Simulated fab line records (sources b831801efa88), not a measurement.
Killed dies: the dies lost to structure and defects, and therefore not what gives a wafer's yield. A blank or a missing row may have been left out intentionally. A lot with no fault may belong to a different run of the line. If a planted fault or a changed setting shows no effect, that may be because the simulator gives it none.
A lot that was struck, set against a sound lot -- flow sky130 -- 23 steps out of a route of 708
Sound: these wafers, L572.1, L572.5, L572.6. Struck: wafer L575.1; the same lot's L575.5 was not struck, so it is left out; see the end for the cause.
Order at every step that has rows: each side's tool, ch and its chambers, its first start. Under that, the readings that differ: sound wafers -- struck wafers -- difference of the means -- sigmas: that difference in standard deviations of wafers without a fault.
alike: readings with means less than 2 such deviations apart, plus words and numbers identical on both sides. not compared: withheld readings, readings lacking a value on some wafer, bounds such as >300 that could conceal the same value, and numbers that have no deviation in the record and whose values overlap.
The two part at a step that has a row with sigmas, a row that says differs or no value, or rows on one side only. Non-overlapping numbers with no deviation appear without sigmas and do not part them. A reading missing from all wafers of one side parts the sides only when that side holds two or more wafers.

first, 5 steps without rows for these wafers: SKY_POLY_CUT_COAT_03 (resist thk 450 nm); SKY_POLY_CUT_SOFTBAKE_04 (time 90 s); SKY_POLY_CUT_EXPOSE_05 (exposes mask NPCM, target cd 270 nm); SKY_POLY_CUT_PEB_06; SKY_POLY_CUT_DEVELOP_07 (develop time 60 s).
SKY_POLY_CUT_CD_MEAS_08 targets a cd of 270 nm.
  sound on cdSem-02, day 29 17:25; struck on cdSem-02, day 30 14:17
  alike: cdNm
SKY_POLY_CUT_OVL_MEAS_09:
  sound on overlay-01, day 29 17:32; struck on overlay-01, day 30 14:25
  alike: POLY_CUT_OVL
SKY_POLY_CUT_ETCH_10: etches BARC in N2/H2, stops on SiO2, time 45.9 s, target depth 60 nm.
  sound on rieDiel-03 ch 2,3, day 29 17:34; struck on rieDiel-03 ch 3, day 30 14:26
reading,sound,struck,difference,sigmas
throttleValvePct (%),13.220 13.214 13.219,13.237,+0.019,+2
  alike: biasW, drypumpMotorCurrentA, oesProductAu, rfFwdPowerW
  not compared: rfHoursCounterH
SKY_POLY_CUT_ETCH_11: etches Si3N4 in CF4/CH2F2/Ar, stops on poly-Si, time 42.5 s, target depth 60 nm.
  sound on rieDiel-03 ch 2,3, day 29 17:37; struck on rieDiel-03 ch 3, day 30 14:29
  alike: biasW, cf4FlowSccm, drypumpMotorCurrentA, oesProductAu, rfFwdPowerW, throttleValvePct
  not compared: rfHoursCounterH
SKY_POLY_CUT_STRIP_12: strips in O2/N2.
  sound on plasmaAsher-03 ch 0,1, day 29 17:39; struck on plasmaAsher-02 ch 1, day 30 14:32
  alike: drypumpMotorCurrentA, o2FlowSccm, oesProductAu, stripTimeToEndpointS
  not compared: rfHoursCounterH
then, 2 steps without rows for these wafers: SKY_SD_P_DEHYDRATE_00 (time 60 s); SKY_SD_P_HMDS_01 (prime time 60 s).
SKY_SD_P_COAT_02: resist thk 1140 nm.
  sound on lithoTrack-02 ch 0, day 30 07:37; struck on lithoTrack-02 ch 0, day 31 03:58
reading,sound,struck,difference,sigmas
model.NOVOLAK_of_SD_P_COAT_02.thkNm (nm),1142 1138 1142,731.4,-409.3,
then, 3 steps without rows for these wafers: SKY_SD_P_SOFTBAKE_03 (time 60 s); SKY_SD_P_EXPOSE_04 (exposes mask PSDM, target cd 380 nm); SKY_SD_P_PEB_05.
SKY_SD_P_DEVELOP_06: develop time 60 s.
  sound on lithoTrack-04 ch 0, day 30 20:47; struck on lithoTrack-03 ch 0, day 31 17:20
reading,sound,struck,difference,sigmas
model.NOVOLAK_of_SD_P_COAT_02.thkNm (nm),1141 1138 1141,731,-409,
SKY_SD_P_CD_MEAS_07 targets a cd of 380 nm.
  sound on cdSem-01, day 30 20:56; struck on cdSem-01, day 31 17:34
reading,sound,struck,difference,sigmas
cdNm (nm),380.5 380.9 382.8,429.2,+47.8,+16
SKY_SD_P_OVL_MEAS_08:
  sound on overlay-01, day 30 21:03; struck on overlay-02, day 31 17:41
  alike: SD_P_OVL
next, for these wafers, 1 step has no rows: SKY_SD_P_IMPLANT_09.
SKY_SD_P_STRIP_10: strips in O2/N2.
  sound on plasmaAsher-02 ch 0,1, day 30 21:14; struck on plasmaAsher-01 ch 1, day 31 17:52
reading,sound,struck,difference,sigmas
oesProductAu (a.u.),0.620 0.614 0.621,0.579,-0.039,-8
stripTimeToEndpointS (s),17.51 17.48 17.52,12.85,-4.65,-99 or more
  alike: drypumpMotorCurrentA, o2FlowSccm
  not compared: rfHoursCounterH
SKY_SD_P_TW_MEAS_11:
  sound on filmMetro-04, day 30 21:20; struck on filmMetro-04, day 31 17:58
  alike: SD_P_TW
next, for these wafers, 1 step has no rows: SKY_PAD_OPEN_PROBE_99.

WHERE THEY PART
At SKY_POLY_CUT_ETCH_10 first; at SKY_SD_P_STRIP_10 last (within this record only). Later steps at which nothing parts them and some readings are alike: SKY_SD_P_TW_MEAS_11.

WHY: what had been put in by the simulator
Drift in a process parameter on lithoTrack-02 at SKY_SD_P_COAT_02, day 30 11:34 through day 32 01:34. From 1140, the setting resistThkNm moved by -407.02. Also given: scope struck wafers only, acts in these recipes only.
